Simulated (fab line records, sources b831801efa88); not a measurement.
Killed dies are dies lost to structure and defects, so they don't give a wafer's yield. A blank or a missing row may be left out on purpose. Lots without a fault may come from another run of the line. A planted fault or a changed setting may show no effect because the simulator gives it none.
Chamber matching | flow gf180mcu | GF_V4_CMP_26 on cmp-02: 4 sister chambers
The step polishes, stops on SiO2, t overpolish 15 s, target thk 0 nm. 8 wafers are shown with their chamber, then 10 later ones without.

WAFERS WITH THEIR CHAMBER
wafer  | chamber | motor_current_A (A) | time_to_endpoint_s (s)
L079.1 | 1       | 10.7                | 83
L079.3 | 3       | 11.8                | 87
L084.4 | 2       | 12.0                | 87
L085.2 | 0       | 11.2                | 89
L085.3 | 3       | 12.0                | 89
L085.6 | 2       | 12.4                | 84
L091.1 | 1       | 10.8                | 80
L091.3 | 0       | 12.1                | 84

WAFERS WITHOUT THEIR CHAMBER
wafer  | motor_current_A (A) | time_to_endpoint_s (s)
L091.6 | 11.9                | 89
L093.1 | 12.9                | 85
L093.3 | 11.8                | 90
L093.4 | 10.5                | 84
L094.1 | 11.1                | 78
L094.2 | 12.7                | 81
L094.3 | 11.8                | 82
L095.1 | 12.0                | 90
L095.3 | 10.8                | 82
L095.6 | 12.3                | 83

WHICH CHAMBER EACH WENT THROUGH
wafer  | from the rows above               | in truth
L091.6 | can't be placed: 3 or 0 or 2      | 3
L093.1 | can't be placed: 2 or 3 or 0      | 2
L093.3 | can't be placed: 3 or 0 or 2      | 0
L093.4 | 1                                 | 1
L094.1 | 1                                 | 1
L094.2 | can't be placed: 2 or 3 or 0      | 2
L094.3 | can't be placed: 2 or 0 or 3 or 1 | 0
L095.1 | can't be placed: 3 or 0 or 2      | 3
L095.3 | 1                                 | 1
L095.6 | can't be placed: 2 or 0 or 3      | 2
Placed correctly: 3 of 10. Can't be placed from these rows: 7 (the true chamber is among the candidates in 7). Placed wrongly: 0.
How it was worked out, from the rows above alone: a wafer's distance from a chamber is the root of the sum, over the readings, of the square of ((its reading less the chamber's mean) divided by the reading's scatter). The wafer belongs to the nearest chamber; if the next one is less than 2 further off, it can't be placed. A chamber's mean is the mean of its shown wafers. The scatter: the root of (the sum of the squares of (reading less its chamber's mean) over the shown wafers, divided by (wafers less chambers)).
